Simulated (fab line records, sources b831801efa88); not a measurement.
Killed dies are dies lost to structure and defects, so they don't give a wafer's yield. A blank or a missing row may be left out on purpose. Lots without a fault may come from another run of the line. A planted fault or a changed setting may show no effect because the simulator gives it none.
Problem report in the 8D (eight disciplines) form, filled by code | flow sky130 | the parts of the form that need people (team, actions taken, sign-off) are left out

1. THE PROBLEM
SD_N_RS at SKY_SD_N_RS_MEAS_16 reads a mean of 71.82 ohm/sq on 6 wafers of 2 lots; wafers without a fault read 68.52 ohm/sq with a standard deviation of 0.14. That is +24 standard deviations from the usual mean.
The step: measures by four-point-probe.
First seen on wafer L580.3, day 32 01:01, on film_metro-01. The record holds 33 wafers of 11 lots with a number at this step. Rule for "out", or "out of limits": more than 4 standard deviations from the usual mean. The other wafers with a number count as sound.

2. WHAT IT IS AND WHAT IT IS NOT
question                    | is                           | is not
which readings at this step | SD_N_RS                      | -
which lots                  | L580, L582                   | L568, L569, L571, L572, L573, L583, L589, L590, L591
which wafers of those lots  | all that have a number       | -
read on which gauges        | film_metro-01, film_metro-02 | film_metro-03
when                        | from day 32 01:01            | up to then (15 sound wafers); but 12 sound wafers of L583, L589, L590, L591 came after

3. SUSPECTS, AND WHAT RULES EACH OUT
Counting: a tool at a process step up to the reading stays a suspect if it ran every lot that is out and no sound lot after the first of them.
- the gauge at SKY_SD_N_RS_MEAS_16: ruled out. The wafers that are out were read on 2 gauges (film_metro-01, film_metro-02).
- plasma_asher-03 at SKY_NWELL_STRIP_14 (strips in O2/N2): ruled out as a lasting fault. Sound lots L589 ran on it after its first lot that is out, L580 (day 7 12:16).
- plasma_asher-04 at SKY_VT_ADJUST_PCH_STRIP_09 (strips in O2/N2): kept. It ran every lot that is out, first L580 (day 14 03:37), and no sound lot after that; its last sound lot up to then is L573 (day 11 21:43).
- rtp_anneal-02 at SKY_SD_N_RTA_14 (time 2 s): ruled out as a lasting fault. Sound lots L590, L591 ran on it after its first lot that is out, L580 (day 32 00:49).
Left after counting: plasma_asher-04 at SKY_VT_ADJUST_PCH_STRIP_09.

4. THE CAUSE (what the simulator had put in)
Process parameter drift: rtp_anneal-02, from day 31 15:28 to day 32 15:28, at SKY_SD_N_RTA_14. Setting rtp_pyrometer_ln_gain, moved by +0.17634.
Counting ruled it out, wrongly: the rule takes a fault to strike every lot that its tool runs from its start on, and this one did not.

5. THE CHAIN OF EFFECTS, in route order
Each row: a reading whose mean over the struck wafers that have a number lies more than 3 standard deviations from the usual. Only readings for which the record gives a usual standard deviation are gone through. hours: the time from each lot's start at the first step in this table that gives one to its start at this step, as a median over the lots. sigmas: the change in usual standard deviations.
hours | step                | reading        | usual        | on struck wafers | change | sigmas
0     | SKY_SD_N_RTA_14     | lamp_power_pct | 15.73 %      | 15.04            | -0.69  | -14
0     | SKY_SD_N_RS_MEAS_16 | SD_N_RS        | 68.52 ohm/sq | 71.82            | +3.30  | +24
0     | SKY_SD_N_RS_MEAS_17 | SD_P_RS        | 147.0 ohm/sq | 165.4            | +18.4  | +61
The process steps in it:
- SKY_SD_N_RTA_14: time 2 s.

6. WHAT WOULD HAVE CAUGHT IT SOONER
In this record the first reading out of limits at a measuring or inspecting step was taken at day 32 01:01, 10 hours after the fault began at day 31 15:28.
The tool's own readings at SKY_SD_N_RTA_14 were out on every struck wafer that the step has a row for (lamp_power_pct): an alarm limit on them would have fired on the first of those.
